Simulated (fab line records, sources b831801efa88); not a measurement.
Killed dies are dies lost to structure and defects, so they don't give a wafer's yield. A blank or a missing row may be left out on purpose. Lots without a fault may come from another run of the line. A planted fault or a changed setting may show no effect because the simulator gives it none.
fab line records | flow sky130
record lots=5 wafers=15 last_day=50
route steps=708 shown PASSIVATION@689 PAD_OPEN@694
lots that met no fault: from a run of the same line without faults
start_h: hours from the record's first day to the start of the lot's first wafer shown | wait_h: hours since the lot's step before | " the same as in the row above | L1.1+2: a row that stands for several wafers | - no value, or no start given | * or withheld: withheld | < > ~ a bound
route shown NAME@n: a module of which the file shows steps, and the number in the route of the first | usual: mean/standard deviation of fault-free wafers | same: alike in all rows | chamber/n: place in a boat | sites: the reading at each site | _std_site: their standard deviation | _edge_site: outer sites' mean less inner sites' | radius_mm: how far each site lies from the wafer's centre | mask NAME#n: copy n | behind: the tool/chamber that last shaped the wafer | hold: why the lot was held/for how many hours/how that ended | device: the transistor (n, p or np) that didn't switch | end of line: the same wafers' tests at the end of the route | a step without rows: its recipe alone | killed: dies lost to structure and defects at the first sort, not the wafer's yield | map: a wafer's dies, x killed, . not, _ none there
set.NAME: the setting as run; set.NAME@STEP: as run at that earlier step | model.NAME: the simulator's own value behind a step, which no gauge read
lots at some steps of the route; a table a step, a row a wafer
services: from which hour (start_h, from the record's first day; less than 0 if before it) a tool's chamber was out of use, for how many hours, and why
## steps
# step SKY_PASSIVATION_EXPOSE_08
# recipe mask_id=NSM target_cd_nm=3000 na=0.57 dose_mj=260
# usual reticle_temp_C=23.03/0.11
# columns lot.wafer tool chamber start_h wait_h mask reticle_temp_C
L075.2 iline_stepper-01 0 - - NSM#0 23.10
L075.3 " 0 " " NSM#0 22.84
L075.6 " 0 " " NSM#0 22.98
L082.1 iline_stepper-01 0 - - NSM#0 22.98
L082.4 " 0 " " NSM#0 23.08
L082.5 " 0 " " NSM#0 23.15
L085.3 iline_stepper-02 0 - - NSM#0 23.01
L085.4 " 0 " " NSM#0 22.99
L085.6 " 0 " " NSM#0 22.93
L093.1 iline_stepper-02 0 - - NSM#0 23.10
L093.5 " 0 " " NSM#0 23.11
L093.6 " 0 " " NSM#0 23.04
L095.2 iline_stepper-01 0 - - NSM#0 23.17
L095.3 " 0 " " NSM#0 23.31
L095.6 " 0 " " NSM#0 23.23
# step SKY_PASSIVATION_PEB_09
# recipe temp_c=115 time_s=withheld
# columns lot.wafer tool chamber start_h wait_h
L075.2+3+6 litho_track-01 0 - -
L082.1+4+5 litho_track-01 0 - -
L085.3+4+6 litho_track-03 0 - -
L093.1+5+6 litho_track-03 0 - -
L095.2+3+6 litho_track-01 0 - -
# step SKY_PASSIVATION_DEVELOP_10
# recipe develop_time_s=60 dev_temp_c=23
# columns lot.wafer tool chamber start_h wait_h
L075.2+3+6 litho_track-01 0 - -
L082.1+4+5 litho_track-01 0 - -
L085.3+4+6 litho_track-03 0 - -
L093.1+5+6 litho_track-03 0 - -
L095.2+3+6 litho_track-01 0 - -
# step SKY_PASSIVATION_ETCH_11
# recipe chemistry=CF4/O2 target_depth_nm=725 stop_on=AlCu source_w=800 bias_w=150 pressure_mtorr=150 cf4_flow_sccm=80 O2_flow_sccm=10 time_s=161.1
# usual drypump_motor_current_A=5.7/0.53 oes_product_au=0.977/0.0071 throttle_valve_pct=5.964/0.01
# columns lot.wafer tool chamber start_h wait_h drypump_motor_current_A oes_product_au rf_hours_counter_h throttle_valve_pct
L075.2 rie_diel-02 1 1060.28 - 5.0 0.976 4 5.984
L075.3 " 3 " " 5.9 0.973 15 5.964
L075.6 " 1 " " 5.0 0.978 - 5.953
L082.1 rie_diel-02 3 1097.73 - 5.9 0.969 16 5.960
L082.4 " 0 " " 5.0 0.978 18 5.963
L082.5 " 3 " " 5.9 0.977 - 5.962
L085.3 rie_diel-04 1 1119.71 - 5.1 0.982 24 5.972
L085.4 " 3 " " 6.0 0.972 9 5.981
L085.6 " 2 " " 6.5 0.972 - 5.956
L093.1 rie_diel-02 0 1164.11 - 5.0 0.959 20 5.943
L093.5 " 1 " " 5.0 0.983 - 5.954
L093.6 " 2 " " 5.2 0.974 - 5.967
L095.2 rie_diel-01 0 1172.93 - 5.7 0.972 24 5.956
L095.3 " 3 " " 5.8 0.966 21 5.953
L095.6 " 0 " " 5.7 0.984 - 5.954
# step SKY_PASSIVATION_STRIP_12
# recipe chemistry=O2/N2 power_w=1400 pressure_mtorr=1500 platen_temp_c=withheld overash_fraction=0.7 o2_flow_sccm=3000 n2_flow_sccm=300
# usual drypump_motor_current_A=5.59/0.28 oes_product_au=0.661/0.0052 strip_time_to_endpoint_s=31.50/0.15
# columns lot.wafer tool chamber start_h wait_h drypump_motor_current_A oes_product_au rf_hours_counter_h strip_time_to_endpoint_s
L075.2 plasma_asher-02 1 1060.39 0.1 5.38 0.654 32 31.61
L075.3 " 0 " " 5.31 0.667 - 31.67
L075.6 " 1 " " 5.37 0.663 - 31.53
L082.1 plasma_asher-01 1 1097.84 0.1 5.87 0.658 96 31.71
L082.4 " 0 " " 6.05 0.663 - 31.59
L082.5 " 1 " " 5.88 0.658 - 31.60
L085.3 plasma_asher-03 0 1119.85 0.1 5.33 0.660 - 31.43
L085.4 " 1 " " 5.59 0.656 - 31.55
L085.6 " 1 " " 5.57 0.669 - 31.24
L093.1 plasma_asher-03 0 1164.22 0.1 5.36 0.666 72 31.41
L093.5 " 0 " " 5.34 0.665 - 31.29
L093.6 " 1 " " 5.58 0.660 - 31.41
L095.2 plasma_asher-02 0 1173.04 0.1 5.31 0.657 43 31.52
L095.3 " 0 " " 5.31 0.653 - 31.59
L095.6 " 0 " " 5.31 0.662 - 31.56
# step SKY_PAD_OPEN_DEHYDRATE_00
# recipe temp_c=200 time_s=60
# columns lot.wafer tool chamber start_h wait_h
L075.2+3+6 litho_track-04 0 1069.90 9.5
L082.1+4+5 litho_track-04 0 1107.58 9.7
L085.3+4+6 litho_track-02 0 1128.89 9.0
L093.1+5+6 litho_track-02 0 1172.14 7.9
L095.2+3+6 litho_track-02 0 1180.91 7.8
# step SKY_PAD_OPEN_HMDS_01
# recipe prime_time_s=60 prime_temp_c=120
# columns lot.wafer tool chamber start_h wait_h
L075.2+3+6 litho_track-04 0 1070.05 0.1
L082.1+4+5 litho_track-04 0 1107.73 0.1
L085.3+4+6 litho_track-02 0 1129.04 0.1
L093.1+5+6 litho_track-02 0 1172.29 0.1
L095.2+3+6 litho_track-02 0 1181.06 0.1
# step SKY_PAD_OPEN_COAT_02
# recipe spin_rpm=2000 resist_thk_nm=3000
# columns lot.wafer tool chamber start_h wait_h
L075.2+3+6 litho_track-04 0 1070.20 0.1
L082.1+4+5 litho_track-04 0 1107.88 0.1
L085.3+4+6 litho_track-02 0 1129.19 0.1
L093.1+5+6 litho_track-02 0 1172.44 0.1
L095.2+3+6 litho_track-02 0 1181.21 0.1
# step SKY_PAD_OPEN_SOFTBAKE_03
# recipe temp_c=110 time_s=withheld
# columns lot.wafer tool chamber start_h wait_h
L075.2+3+6 litho_track-04 0 1070.36 0.1
L082.1+4+5 litho_track-04 0 1108.03 0.1
L085.3+4+6 litho_track-02 0 1129.36 0.1
L093.1+5+6 litho_track-02 0 1172.59 0.1
L095.2+3+6 litho_track-02 0 1181.37 0.1
# step SKY_PAD_OPEN_EXPOSE_04
# recipe mask_id=PDM target_cd_nm=60000 na=0.57 dose_mj=260
# usual reticle_temp_C=22.98/0.1
# columns lot.wafer tool chamber start_h wait_h mask reticle_temp_C
L075.2 iline_stepper-01 0 - - PDM#0 23.08
L075.3 " 0 " " PDM#0 23.14
L075.6 " 0 " " PDM#0 22.97
L082.1 iline_stepper-01 0 - - PDM#0 22.88
L082.4 " 0 " " PDM#0 23.12
L082.5 " 0 " " PDM#0 22.94
L085.3 iline_stepper-02 0 - - PDM#0 22.86
L085.4 " 0 " " PDM#0 22.97
L085.6 " 0 " " PDM#0 23.01
L093.1 iline_stepper-01 0 - - PDM#0 22.95
L093.5 " 0 " " PDM#0 22.95
L093.6 " 0 " " PDM#0 23.00
L095.2 iline_stepper-02 0 - - PDM#0 22.78
L095.3 " 0 " " PDM#0 22.93
L095.6 " 0 " " PDM#0 22.92
# step SKY_PAD_OPEN_PEB_05
# recipe temp_c=115 time_s=withheld
# columns lot.wafer tool chamber start_h wait_h
L075.2+3+6 litho_track-01 0 - -
L082.1+4+5 litho_track-01 0 - -
L085.3+4+6 litho_track-04 0 - -
L093.1+5+6 litho_track-04 0 - -
L095.2+3+6 litho_track-04 0 - -
# step SKY_PAD_OPEN_DEVELOP_06
# recipe develop_time_s=60 dev_temp_c=23
# columns lot.wafer tool chamber start_h wait_h
L075.2+3+6 litho_track-01 0 - -
L082.1+4+5 litho_track-01 0 - -
L085.3+4+6 litho_track-04 0 - -
L093.1+5+6 litho_track-04 0 - -
L095.2+3+6 litho_track-04 0 - -
# step SKY_PAD_OPEN_ETCH_07
# recipe chemistry=CF4/O2 target_depth_nm=725 stop_on=AlCu source_w=800 bias_w=150 pressure_mtorr=150 cf4_flow_sccm=80 O2_flow_sccm=10 time_s=161.1
# usual drypump_motor_current_A=5.8/0.52 oes_product_au=0.977/0.0065 throttle_valve_pct=5.965/0.0095
# columns lot.wafer tool chamber start_h wait_h drypump_motor_current_A oes_product_au rf_hours_counter_h throttle_valve_pct
L075.2 rie_diel-01 2 1081.43 - 6.6 0.976 10 5.951
L075.3 " 1 " " 5.7 0.980 23 5.974
L075.6 " 1 " " 5.7 0.974 - 5.963
L082.1 rie_diel-03 2 1117.63 - 5.1 0.978 19 5.960
L082.4 " 3 " " 6.7 0.982 25 5.969
L082.5 " 2 " " 5.1 0.977 - 5.961
L085.3 rie_diel-03 0 1138.18 - 5.6 0.985 27 5.942
L085.4 " 2 " " 5.0 0.974 - 5.962
L085.6 " 1 " " 5.3 0.978 - 5.975
L093.1 rie_diel-01 2 1181.18 - 6.5 0.975 14 5.964
L093.5 " 3 " " 5.8 0.974 - 5.979
L093.6 " 2 " " 6.5 0.988 - 5.974
L095.2 rie_diel-01 2 1189.03 - 6.6 0.973 14 5.962
L095.3 " 0 " " 5.7 0.978 25 5.962
L095.6 " 0 " " 5.7 0.981 - 5.965
# step SKY_PAD_OPEN_STRIP_08
# recipe chemistry=O2/N2 power_w=1400 pressure_mtorr=1500 platen_temp_c=withheld overash_fraction=0.7 o2_flow_sccm=3000 n2_flow_sccm=300
# usual drypump_motor_current_A=5.37/0.16 oes_product_au=0.663/0.0046 strip_time_to_endpoint_s=37.06/0.094
# columns lot.wafer tool chamber start_h wait_h drypump_motor_current_A oes_product_au rf_hours_counter_h strip_time_to_endpoint_s
L075.2 plasma_asher-04 1 1081.54 0.1 4.95 0.659 1 37.11
L075.3 " 0 " " 5.47 0.660 - 37.11
L075.6 " 1 " " 4.93 0.664 - 37.08
L082.1 plasma_asher-02 0 1117.74 0.1 5.27 0.665 38 36.94
L082.4 " 0 " " 5.30 0.666 - 36.98
L082.5 " 0 " " 5.29 0.662 - 37.05
L085.3 plasma_asher-02 0 1138.32 0.1 5.29 0.665 - 37.16
L085.4 " 1 " " 5.39 0.669 - 37.09
L085.6 " 0 " " 5.29 0.663 - 37.06
L093.1 plasma_asher-03 1 1181.28 0.1 5.59 0.652 74 37.23
L093.5 " 1 " " 5.57 0.657 - 37.32
L093.6 " 0 " " 5.36 0.675 - 37.06
L095.2 plasma_asher-03 1 1189.13 0.1 5.55 0.659 75 37.23
L095.3 " 0 " " 5.37 0.653 - 37.17
L095.6 " 0 " " 5.35 0.663 - 37.11
# step SKY_PAD_OPEN_STRIP_09
# recipe chemistry=post_etch_residue_remover time_s=1200 temp_c=72.5
# columns lot.wafer tool chamber start_h wait_h
L075.2+3+6 wet_bench-03 1 1081.64 0.1
L082.1+4+5 wet_bench-01 3 1117.84 0.1
L085.3+4+6 wet_bench-04 1 1138.38 0.0
L093.1+5+6 wet_bench-03 2 1181.38 0.1
L095.2+3+6 wet_bench-04 1 1189.24 0.1
# step SKY_PAD_OPEN_CLEAN_10
# recipe chemistry=IPA time_s=180 temp_c=25
# columns lot.wafer tool chamber start_h wait_h
L075.2+3+6 wet_bench-01 0 1081.98 0.0
L082.1+4+5 wet_bench-04 1 1118.18 0.0
L085.3+4+6 wet_bench-03 2 1138.72 0.0
L093.1+5+6 wet_bench-01 3 1181.72 0.0
L095.2+3+6 wet_bench-01 1 1189.58 0.0
# step SKY_PAD_OPEN_CLEAN_11
# recipe chemistry=O3/DIW dry=n2_spin
# columns lot.wafer tool chamber start_h wait_h
L075.2+3+6 wet_bench-04 0 1082.04 0.0
L082.1+4+5 wet_bench-01 3 1118.24 0.0
L085.3+4+6 wet_bench-01 2 1138.78 0.0
L093.1+5+6 wet_bench-03 1 1181.79 0.0
L095.2+3+6 wet_bench-04 3 1189.64 0.0
# step SKY_PAD_OPEN_ANNEAL_12
# recipe temp_c=400 time_s=withheld ambient=N2/H2 idle_temp_c=300 ramp_up_c_per_min=8 ramp_down_c_per_min=4
# usual zone_power_upper_pct=4.55/0.27
# columns lot.wafer tool chamber start_h wait_h zone_power_upper_pct
L075.2 furnace-02 0 1082.13 0.0 4.25
L075.3 " 0 " " 4.29
L075.6 " 0 " " 4.26
L082.1 furnace-01 0 1118.33 0.0 4.86
L082.4 " 0 " " 4.84
L082.5 " 0 " " 4.78
L085.3 furnace-02 0 1138.87 0.0 4.26
L085.4 " 0 " " 4.31
L085.6 " 0 " " 4.25
L093.1 furnace-02 0 1181.88 0.0 4.26
L093.5 " 0 " " 4.21
L093.6 " 0 " " 4.27
L095.2 furnace-02 0 1189.73 0.0 4.29
L095.3 " 0 " " 4.34
L095.6 " 0 " " 4.31
# step SKY_PAD_OPEN_BOW_MEAS_13
# recipe mode=bow
# usual PAD_OPEN_BOW=48/7.9
# columns lot.wafer tool chamber start_h wait_h PAD_OPEN_BOW[um]
L075.2 film_metro-02 - 1083.65 - 30
L075.3 " - " " 23
L075.6 " - " " 39
L082.1 film_metro-03 - 1119.83 - 47
L082.4 " - " " 55
L082.5 " - " " 44
L085.3 film_metro-03 - 1140.41 - 54
L085.4 " - " " 50
L085.6 " - " " 53
L093.1 film_metro-01 - 1183.38 - 40
L093.5 " - " " 50
L093.6 " - " " 53
L095.2 film_metro-03 - 1191.25 - 58
L095.3 " - " " 55
L095.6 " - " " 44
## services
# columns tool chamber start_h hours kind
iline_stepper-02 - 1025.08 12.4 repair
rie_diel-01 - 1030.84 14.6 pm
rie_diel-03 3 1030.95 9.2 repair
rie_diel-03 - 1033.61 2.8 pm
rie_diel-02 0 1033.87 9.7 repair
furnace-02 - 1044.95 3.3 pm
iline_stepper-02 - 1045.83 7.1 repair
furnace-01 - 1048.89 3.2 pm
furnace-02 - 1052.14 3.4 pm
rie_diel-01 3 1053.66 13.8 repair
rie_diel-03 - 1061.16 0.3 repair
plasma_asher-02 - 1079.99 2.1 repair
iline_stepper-01 - 1083.65 1.7 pm
rie_diel-02 2 1092.19 4.5 repair
iline_stepper-02 - 1105.37 4.4 pm
rie_diel-01 - 1119.57 15.6 pm
rie_diel-02 - 1127.93 28.1 pm
rie_diel-03 3 1133.01 26.6 repair
rie_diel-01 0 1135.19 5.6 repair
iline_stepper-02 - 1137.17 1.7 pm
rie_diel-03 2 1144.55 3.7 repair
rie_diel-02 3 1160.21 4.6 repair
rie_diel-03 1 1168.22 10.4 repair
rie_diel-02 - 1175.62 0.9 repair
## key
fault none
